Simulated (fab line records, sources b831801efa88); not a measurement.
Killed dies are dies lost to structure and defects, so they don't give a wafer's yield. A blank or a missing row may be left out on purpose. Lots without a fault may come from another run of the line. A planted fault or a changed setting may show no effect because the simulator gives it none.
A struck lot beside a sound one | flow sky130 | 18 steps out of a route of 708
Sound: wafers L222.3, L222.4, L222.6. Struck: wafers L230.2, L230.3, L230.6. The cause comes at the end.
At each step with rows: each side's tool, then ch and its chambers, then its first start. Under that, the readings that differ: sound wafers | struck wafers | difference of the means | sigmas: that difference in standard deviations of wafers without a fault.
alike: readings whose means differ by less than 2 such deviations, and words and numbers that are the same on both sides. not compared: withheld readings, readings that some wafer has no value for, bounds like >300 that may hide the same value, and numbers for which the record gives no deviation and whose values overlap.
The two part at a step that has a row with sigmas, a row that says differs or no value, or rows on one side only. Numbers that don't overlap but have no deviation are shown without sigmas and don't part them. A reading that every wafer of one side lacks parts them only if that side has two wafers or more.

SKY_LDD_HVP_STRIP_09: strips in O2/N2.
  sound on plasma_asher-02 ch 0,1, day 25 15:00; struck on plasma_asher-03 ch 1, day 27 19:43
  reading                     | sound       | struck      | difference | sigmas
  drypump_motor_current_A (A) | 5.9 5.1 5.1 | 6.1 6.1 6.1 | +0.7       | +2
  alike: chamber_pressure_mTorr, oes_product_au, strip_time_to_endpoint_s
  not compared: rf_hours_counter_h
SKY_LDD_HVP_TW_MEAS_10:
  sound on film_metro-02, day 25 15:05; struck on film_metro-02, day 27 19:50
  alike: LDD_HVP_TW
then, 7 steps without rows for these wafers: SKY_LDD_LDN_DEHYDRATE_00 (time 60 s); SKY_LDD_LDN_HMDS_01 (prime time 60 s); SKY_LDD_LDN_COAT_02 (resist thk 1140 nm); SKY_LDD_LDN_SOFTBAKE_03 (time 60 s); SKY_LDD_LDN_EXPOSE_04 (exposes mask LDNTM, target cd 700 nm); SKY_LDD_LDN_PEB_05; SKY_LDD_LDN_DEVELOP_06 (develop time 60 s).
SKY_LDD_LDN_OVL_MEAS_07:
  sound on overlay-02, day 26 20:11; struck on overlay-01, day 28 23:49
  alike: LDD_LDN_OVL
then, 2 steps without rows for these wafers: SKY_LDD_LDN_IMPLANT_08; SKY_LDD_LDN_IMPLANT_09.
SKY_LDD_LDN_IMPLANT_10:
  sound on implanter-03 ch 0, day 26 20:34; struck on implanter-02 ch 0, day 29 00:11
  reading            | sound                            | struck                        | difference | sigmas
  dose_ions_cm2      | 1.2505e+13 1.2513e+13 1.2506e+13 | 1.314e+12 1.309e+12 1.303e+12 | -1.120e+13 | -99 or more
  faraday_current_uA | 73.6 71.7 68.5                   | 7.4 7.6 7.5                   | -63.8      | -46
then, 1 step without rows for these wafers: SKY_LDD_LDN_IMPLANT_11.
SKY_LDD_LDN_STRIP_12: strips in O2/N2.
  sound on plasma_asher-01 ch 0,1, day 26 20:51; struck on plasma_asher-03 ch 1, day 29 00:27
  reading                     | sound       | struck      | difference | sigmas
  drypump_motor_current_A (A) | 5.5 5.2 5.2 | 6.1 6.1 6.1 | +0.8       | +2
  alike: chamber_pressure_mTorr, oes_product_au, strip_time_to_endpoint_s
  not compared: rf_hours_counter_h
SKY_LDD_LDN_TW_MEAS_13:
  sound on film_metro-01, day 26 20:56; struck on film_metro-02, day 29 00:34
  reading    | sound          | struck         | difference | sigmas
  LDD_LDN_TW | 1482 1481 1476 | 1389 1397 1385 | -89        | -7
then, 1 step without rows for these wafers: SKY_LDD_LDN_CLEAN_14 (cleans in SC1/SC2, time 150 s).
-- the record jumps here: 21 days lie between the struck wafers' starts before and after (it left off in module LDD_LDN and takes up again in module PAD_OPEN, whose first step shown is number 708 of the route) --
SKY_PAD_OPEN_PROBE_99:
  sound on prober-01, day 48 14:55; struck on prober-01, day 50 01:48
  reading                         | sound          | struck         | difference | sigmas
  killed_at_M0_to_M3              | 32 46 29       | 60 49 52       | +18        | +2
  model.etest.tip_sonos.rs_ohm_sq | 2818 2857 2833 | 3315 3338 3368 | +504       |
  alike: killed_at_M4_up, killed_at_contacts, killed_at_front_end, killed_at_other, killed_dies, killed_open, killed_short

WHERE THEY PART
First at SKY_LDD_HVP_STRIP_09; last, within this record, at SKY_PAD_OPEN_PROBE_99.

WHY: what the simulator had put in
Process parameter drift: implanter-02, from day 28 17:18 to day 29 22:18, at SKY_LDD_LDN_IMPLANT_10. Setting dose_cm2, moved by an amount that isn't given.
